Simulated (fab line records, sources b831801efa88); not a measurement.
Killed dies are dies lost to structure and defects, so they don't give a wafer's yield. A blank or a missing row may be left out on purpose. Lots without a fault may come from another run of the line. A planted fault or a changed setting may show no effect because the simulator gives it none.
A struck lot beside a sound one | flow sky130 | 15 steps out of a route of 708
Sound: wafers L872.2, L872.3, L872.5. Struck: wafers L881.2, L881.6. (L881.5 of the same lot was not struck and is left out.) The cause comes at the end.
At each step with rows: each side's tool, then ch and its chambers, then its first start. Under that, the readings that differ: sound wafers | struck wafers | difference of the means | sigmas: that difference in standard deviations of wafers without a fault.
alike: readings whose means differ by less than 2 such deviations, and words and numbers that are the same on both sides. not compared: withheld readings, readings that some wafer has no value for, bounds like >300 that may hide the same value, and numbers for which the record gives no deviation and whose values overlap.
The two part at a step that has a row with sigmas, a row that says differs or no value, or rows on one side only. Numbers that don't overlap but have no deviation are shown without sigmas and don't part them. A reading that every wafer of one side lacks parts them only if that side has two wafers or more.

SKY_VIA1_CD_MEAS_12: target cd 150 nm.
  sound on cd_sem-02, day 34 13:08; struck on cd_sem-01, day 37 18:35
  reading    | sound             | struck      | difference | sigmas
  cd_nm (nm) | 147.7 147.7 147.3 | 150.0 152.8 | +3.8       | +2
SKY_VIA1_OVL_MEAS_13:
  sound on overlay-01, day 34 13:14; struck on overlay-02, day 37 18:41
  alike: VIA1_OVL
then, 1 step without rows for these wafers: SKY_VIA1_ETCH_14 (etches BARC in N2/H2, stops on SiO2, time 45.9 s, target depth 60 nm).
SKY_VIA1_ETCH_15: etches SiO2 in C4F8/O2/Ar, stops on TiN, target depth 351 nm, time 54 s.
  sound on rie_diel-01 ch 0,1,3, day 34 13:19; struck on rie_diel-03 ch 0,1, day 37 18:46
  alike: bias_w, oes_product_au
  not compared: rf_hours_counter_h
SKY_VIA1_STRIP_16: strips in O2/N2.
  sound on plasma_asher-01 ch 0, day 34 13:21; struck on plasma_asher-04 ch 0, day 37 18:48
  reading                     | sound       | struck  | difference | sigmas
  drypump_motor_current_A (A) | 6.3 6.3 6.3 | 5.6 5.6 | -0.7       | -2
  alike: oes_product_au, strip_time_to_endpoint_s
  not compared: rf_hours_counter_h
then, 3 steps without rows for these wafers: SKY_VIA1_STRIP_17 (strips in post etch residue remover, time 1200 s); SKY_VIA1_CLEAN_18 (cleans in IPA, time 180 s); SKY_VIA1_CLEAN_19 (cleans in O3/DIW).
SKY_VIA1_SPUTTER_20: material TiN, target thk 20 nm, time 80 s.
  sound on pvd_sputter-03, day 34 13:57; struck on pvd_sputter-03, day 37 19:44
  alike: throttle_valve_pct
SKY_VIA1_CVD_21: deposits W, target thk 270 nm, time 80.902 s.
  sound on cvd_w-02 ch 0,1, day 34 14:01; struck on cvd_w-02 ch 0, day 37 19:48
  alike: heater_power_w, susceptor_temp_C
SKY_VIA1_RS_MEAS_22: measures by four-point-probe.
  sound on film_metro-03, day 34 14:07; struck on film_metro-04, day 37 19:55
  alike: VIA1_W_RS
SKY_VIA1_THK_MEAS_23: measures by xrf.
  sound on film_metro-03, day 34 14:14; struck on film_metro-04, day 37 20:01
  alike: VIA1_W_THK
SKY_VIA1_CMP_24: polishes, stops on SiO2, t overpolish 15 s, target thk 0 nm.
  sound on cmp-01 ch 1,2,3, day 34 14:23; struck on cmp-02 ch 0, day 37 20:07
  reading              | sound                | struck        | difference | sigmas
  overpolish_run_s (s) | 14.988 15.002 14.998 | 18.133 18.138 | +3.139     | +99 or more
  t_overpolish_s (s)   | 15 15 15             | 18.123 18.123 | +3.123     |
  alike: motor_current_A, slurry_filter_dp_kPa, time_to_endpoint_s
SKY_METAL2_SPUTTER_00: material Ti, target thk 15 nm, time 10 s.
  sound on pvd_sputter-01, day 34 14:35; struck on pvd_sputter-04, day 37 20:22
  alike: throttle_valve_pct
-- the record jumps here: 11 days lie between the struck wafers' starts before and after (it left off in module METAL2 and takes up again in module PAD_OPEN, whose first step shown is number 708 of the route) --
SKY_PAD_OPEN_PROBE_99:
  sound on prober-02, day 46 09:03; struck on prober-01, day 48 21:23
  reading         | sound | struck | difference | sigmas
  killed_at_M4_up | 4 0 6 | 9 5    | +4         | +2
  alike: defect_limited_yield, killed_at_M0_to_M3, killed_at_contacts, killed_at_front_end, killed_at_other, killed_dies, killed_open, killed_short, sort_bin_3_pad_short, sort_bin_5_function, sort_bin_6_memory, sort_n_pass, sort_yield_pct

WHERE THEY PART
First at SKY_VIA1_CD_MEAS_12; last, within this record, at SKY_PAD_OPEN_PROBE_99.

WHY: what the simulator had put in
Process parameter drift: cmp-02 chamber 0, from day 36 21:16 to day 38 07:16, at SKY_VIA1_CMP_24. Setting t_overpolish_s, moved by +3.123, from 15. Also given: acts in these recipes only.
